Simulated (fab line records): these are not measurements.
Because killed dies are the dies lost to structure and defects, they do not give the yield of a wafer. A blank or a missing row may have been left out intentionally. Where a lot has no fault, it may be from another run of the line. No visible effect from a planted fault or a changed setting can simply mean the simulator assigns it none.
Which tool is to blame? || flow gf180mcu || at 1 step of a route of 602, 14 lots with 42 wafers sampled

WHAT THE GAUGES READ, wafer by wafer
GF_NSD_CD_MEAS_07 targets a cd of 400 nm. Usual: cd-nm 399.8 nm, standard deviation 1.9.
{"lot": "L971", "measured": "day 13 11:52", "on": "cd-sem-02", "cd-nm (nm)": "397.0 397.6 395.7", "flag": ""}
{"lot": "L972", "measured": "day 13 20:02", "on": "cd-sem-02", "cd-nm (nm)": "403.3 402.1 402.5", "flag": ""}
{"lot": "L975", "measured": "day 14 22:56", "on": "cd-sem-01", "cd-nm (nm)": "399.2 396.7 396.1", "flag": ""}
{"lot": "L976", "measured": "day 15 18:05", "on": "cd-sem-02", "cd-nm (nm)": "396.6 399.4 398.0", "flag": ""}
{"lot": "L983", "measured": "day 17 15:02", "on": "cd-sem-01", "cd-nm (nm)": "396.5 395.9 396.8", "flag": ""}
{"lot": "L984", "measured": "day 17 18:47", "on": "cd-sem-01", "cd-nm (nm)": "398.8 398.6 398.5", "flag": ""}
{"lot": "L985", "measured": "day 18 10:35", "on": "cd-sem-01", "cd-nm (nm)": "399.0 399.9 400.2", "flag": ""}
{"lot": "L986", "measured": "day 18 16:49", "on": "cd-sem-01", "cd-nm (nm)": "403.3 398.0 399.2", "flag": ""}
{"lot": "L987", "measured": "day 19 02:50", "on": "cd-sem-02", "cd-nm (nm)": "399.4 399.9 398.9", "flag": ""}
{"lot": "L988", "measured": "day 19 08:11", "on": "cd-sem-01", "cd-nm (nm)": "401.1 402.3 402.2", "flag": ""}
{"lot": "L990", "measured": "day 20 06:17", "on": "cd-sem-01", "cd-nm (nm)": "396.0 398.4 395.4", "flag": ""}
{"lot": "L992", "measured": "day 20 15:19", "on": "cd-sem-01", "cd-nm (nm)": "402.7 400.4 401.7", "flag": ""}
{"lot": "L993", "measured": "day 21 02:17", "on": "cd-sem-01", "cd-nm (nm)": "400.6 401.4 402.8", "flag": ""}
{"lot": "L994", "measured": "day 21 10:05", "on": "cd-sem-01", "cd-nm (nm)": "400.9 398.5 401.4", "flag": ""}

TOOL THAT RAN EACH LOT (tool first, then ch and the chambers of the sampled wafers, then the start)
Before these readings, the record contains no process step.

WHAT THE TOOLS THEMSELVES READ (means of the sampled wafers that have a number; where no wafer has one, the mark that the record gives instead)
The record holds no such reading with a usual standard deviation.

THE ANSWER, worked out from the rows above alone
Rule: take the mean of a lot's wafers that have a number; if it is more than 3 standard deviations from the usual mean, the lot is off. A lot without any number at a reading at which 4 lots or more have one is off too. The other lots that the step has rows for count as sound. After the gauges, taken in route order, come the tools' own readings; for these a lot's mean is taken, as printed above. The first step at which some lot is off is used, and at that step the reading that is off furthest; a lot without a number counts as furthest.
No lot is off at any reading shown: from this, nothing can be told.

WHAT HAD BEEN PUT IN BY THE SIMULATOR
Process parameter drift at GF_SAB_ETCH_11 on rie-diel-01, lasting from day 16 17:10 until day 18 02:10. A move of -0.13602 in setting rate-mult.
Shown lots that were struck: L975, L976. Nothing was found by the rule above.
